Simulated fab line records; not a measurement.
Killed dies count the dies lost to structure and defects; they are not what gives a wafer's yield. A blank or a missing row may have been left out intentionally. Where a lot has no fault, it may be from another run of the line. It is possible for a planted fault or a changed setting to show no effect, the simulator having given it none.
Which tool is to blame? :: flow gf180mcu :: Sampling: 14 lots, 42 wafers, 3 of 602 route steps

## WHAT EACH GAUGE READ, for each wafer
GF_V5_THK_MEAS_01.
lot: L724
measured: day 26 13:25
on: filmMetro-01
V5_CVD_00_THK (nm): 296.2 299.9 303.3

lot: L725
measured: day 26 15:35
on: filmMetro-02
V5_CVD_00_THK (nm): 301.2 297.6 298.7

lot: L726
measured: day 27 02:13
on: filmMetro-04
V5_CVD_00_THK (nm): 297.9 304.3 301.8

lot: L729
measured: day 27 22:35
on: filmMetro-04
V5_CVD_00_THK (nm): 297.4 299.4 298.6

lot: L733
measured: day 29 08:11
on: filmMetro-04
V5_CVD_00_THK (nm): 302.4 303.7 302.7

lot: L735
measured: day 29 22:41
on: filmMetro-01
V5_CVD_00_THK (nm): 300.0 300.9 296.3

lot: L738
measured: day 30 21:06
on: filmMetro-02
V5_CVD_00_THK (nm): 304.0 304.4 302.5

lot: L739
measured: day 31 01:25
on: filmMetro-02
V5_CVD_00_THK (nm): 307.3 302.1 298.4

lot: L741
measured: day 31 10:20
on: filmMetro-02
V5_CVD_00_THK (nm): 303.7 301.9 304.2

lot: L743
measured: day 31 21:36
on: filmMetro-01
V5_CVD_00_THK (nm): 302.6 297.8 299.8

lot: L744
measured: day 32 04:28
on: filmMetro-02
V5_CVD_00_THK (nm): 302.9 306.5 309.2

lot: L745
measured: day 32 10:40
on: filmMetro-02
V5_CVD_00_THK (nm): 299.5 300.8 300.9

lot: L746
measured: day 32 16:35
on: filmMetro-04
V5_CVD_00_THK (nm): 305.7 304.5 303.7

lot: L747
measured: day 32 20:21
on: filmMetro-04
V5_CVD_00_THK (nm): 297.7 303.3 301.1

## WHAT TOOL EACH LOT RAN ON (gives the tool, then ch and the chambers of the sampled wafers, and finally the start)
lot: L724
GF_DUAL_GATE_DEVELOP_10: lithoTrack-02 ch 0, day 8 06:49
GF_MIM_SPUTTER_00: pvdSputter-02, day 24 16:56

lot: L725
GF_DUAL_GATE_DEVELOP_10: lithoTrack-03 ch 0, day 8 17:41
GF_MIM_SPUTTER_00: pvdSputter-02, day 24 19:27

lot: L726
GF_DUAL_GATE_DEVELOP_10: lithoTrack-01 ch 0, day 8 23:25
GF_MIM_SPUTTER_00: pvdSputter-02, day 25 07:17

lot: L729
GF_DUAL_GATE_DEVELOP_10: lithoTrack-03 ch 0, day 9 20:13
GF_MIM_SPUTTER_00: pvdSputter-01, day 26 05:34

lot: L733
GF_DUAL_GATE_DEVELOP_10: lithoTrack-03 ch 0, day 11 01:33
GF_MIM_SPUTTER_00: pvdSputter-02, day 27 15:09

lot: L735
GF_DUAL_GATE_DEVELOP_10: lithoTrack-03 ch 0, day 11 09:49
GF_MIM_SPUTTER_00: pvdSputter-03, day 28 07:07

lot: L738
GF_DUAL_GATE_DEVELOP_10: lithoTrack-02 ch 0, day 12 11:20
GF_MIM_SPUTTER_00: pvdSputter-02, day 29 05:52

lot: L739
GF_DUAL_GATE_DEVELOP_10: lithoTrack-02 ch 0, day 12 18:42
GF_MIM_SPUTTER_00: pvdSputter-02, day 29 10:55

lot: L741
GF_DUAL_GATE_DEVELOP_10: lithoTrack-01 ch 0, day 13 05:33
GF_MIM_SPUTTER_00: pvdSputter-01, day 29 21:46

lot: L743
GF_DUAL_GATE_DEVELOP_10: lithoTrack-02 ch 0, day 13 17:18
GF_MIM_SPUTTER_00: pvdSputter-01, day 30 08:28

lot: L744
GF_DUAL_GATE_DEVELOP_10: lithoTrack-03 ch 0, day 14 02:49
GF_MIM_SPUTTER_00: pvdSputter-02, day 30 16:24

lot: L745
GF_DUAL_GATE_DEVELOP_10: lithoTrack-03 ch 0, day 14 10:01
GF_MIM_SPUTTER_00: pvdSputter-01, day 30 22:22

lot: L746
GF_DUAL_GATE_DEVELOP_10: lithoTrack-03 ch 0, day 14 17:48
GF_MIM_SPUTTER_00: pvdSputter-03, day 31 05:22

lot: L747
GF_DUAL_GATE_DEVELOP_10: lithoTrack-03 ch 0, day 14 23:25
GF_MIM_SPUTTER_00: pvdSputter-03, day 31 09:43
- GF_DUAL_GATE_DEVELOP_10: develop time 60 s.
- GF_MIM_SPUTTER_00: material Ti, target thk 37.5 nm, time 150 s.

## AS READ BY THE TOOLS THEMSELVES (means over the sampled wafers that have a number; for cases with no such wafer, the mark the record gives instead)
GF_DUAL_GATE_DEVELOP_10.
lot: L724
tool: lithoTrack-02
chillPlateTempC (C): 22.96

lot: L725
tool: lithoTrack-03
chillPlateTempC (C): 22.99

lot: L726
tool: lithoTrack-01
chillPlateTempC (C): 23.01

lot: L729
tool: lithoTrack-03
chillPlateTempC (C): 22.92

lot: L733
tool: lithoTrack-03
chillPlateTempC (C): 22.92

lot: L735
tool: lithoTrack-03
chillPlateTempC (C): 23.01

lot: L738
tool: lithoTrack-02
chillPlateTempC (C): 23.13

lot: L739
tool: lithoTrack-02
chillPlateTempC (C): 23.00

lot: L741
tool: lithoTrack-01
chillPlateTempC (C): 23.05

lot: L743
tool: lithoTrack-02
chillPlateTempC (C): 22.88

lot: L744
tool: lithoTrack-03
chillPlateTempC (C): 22.86

lot: L745
tool: lithoTrack-03
chillPlateTempC (C): 23.14

lot: L746
tool: lithoTrack-03
chillPlateTempC (C): 22.84

lot: L747
tool: lithoTrack-03
chillPlateTempC (C): 22.98

GF_MIM_SPUTTER_00.
lot: L724
tool: pvdSputter-02
cathodeDcPowerW (W): 4000.1
throttleValvePct (%): 30.2

lot: L725
tool: pvdSputter-02
cathodeDcPowerW (W): 4000.4
throttleValvePct (%): 29.5

lot: L726
tool: pvdSputter-02
cathodeDcPowerW (W): 3999.8
throttleValvePct (%): 29.9

lot: L729
tool: pvdSputter-01
cathodeDcPowerW (W): 3999.7
throttleValvePct (%): 30.5

lot: L733
tool: pvdSputter-02
cathodeDcPowerW (W): 4000.4
throttleValvePct (%): 29.4

lot: L735
tool: pvdSputter-03
cathodeDcPowerW (W): 3999.4
throttleValvePct (%): 30.5

lot: L738
tool: pvdSputter-02
cathodeDcPowerW (W): 4001.0
throttleValvePct (%): 29.5

lot: L739
tool: pvdSputter-02
cathodeDcPowerW (W): 3999.6
throttleValvePct (%): 29.2

lot: L741
tool: pvdSputter-01
cathodeDcPowerW (W): 4000.3
throttleValvePct (%): 31.0

lot: L743
tool: pvdSputter-01
cathodeDcPowerW (W): 4000.2
throttleValvePct (%): 30.5

lot: L744
tool: pvdSputter-02
cathodeDcPowerW (W): 4000.7
throttleValvePct (%): 29.9

lot: L745
tool: pvdSputter-01
cathodeDcPowerW (W): 4000.0
throttleValvePct (%): 31.3

lot: L746
tool: pvdSputter-03
cathodeDcPowerW (W): 3999.8
throttleValvePct (%): 29.5

lot: L747
tool: pvdSputter-03
cathodeDcPowerW (W): 4000.0
throttleValvePct (%): 29.6

## THE ANSWER, worked out from the rows above alone
Rule: the lots themselves supply what counts as usual. The widest of any qualifying gaps counts: lots, ordered by their means at a reading, are off when they make up no more than a third of the lots, leave a main group of 4 or more, and stand apart from it by 3 or more times the standard deviation of that group's means. The tables above print the reading to a certain number of digits; a main group whose means all agree to those digits is not used. A lot without any number at a reading at which 4 lots or more have one is off too. All remaining lots with rows at the step are treated as sound. After the gauges, taken in route order, come the tools' own readings; for these a lot's mean is taken, as printed above. At the first step where some lot is off, the reading lying furthest off is the one used; lots without a number count as furthest.
Across all readings shown, no lot is off: no conclusion can be drawn from this.

## WHAT HAD BEEN PUT IN BY THE SIMULATOR
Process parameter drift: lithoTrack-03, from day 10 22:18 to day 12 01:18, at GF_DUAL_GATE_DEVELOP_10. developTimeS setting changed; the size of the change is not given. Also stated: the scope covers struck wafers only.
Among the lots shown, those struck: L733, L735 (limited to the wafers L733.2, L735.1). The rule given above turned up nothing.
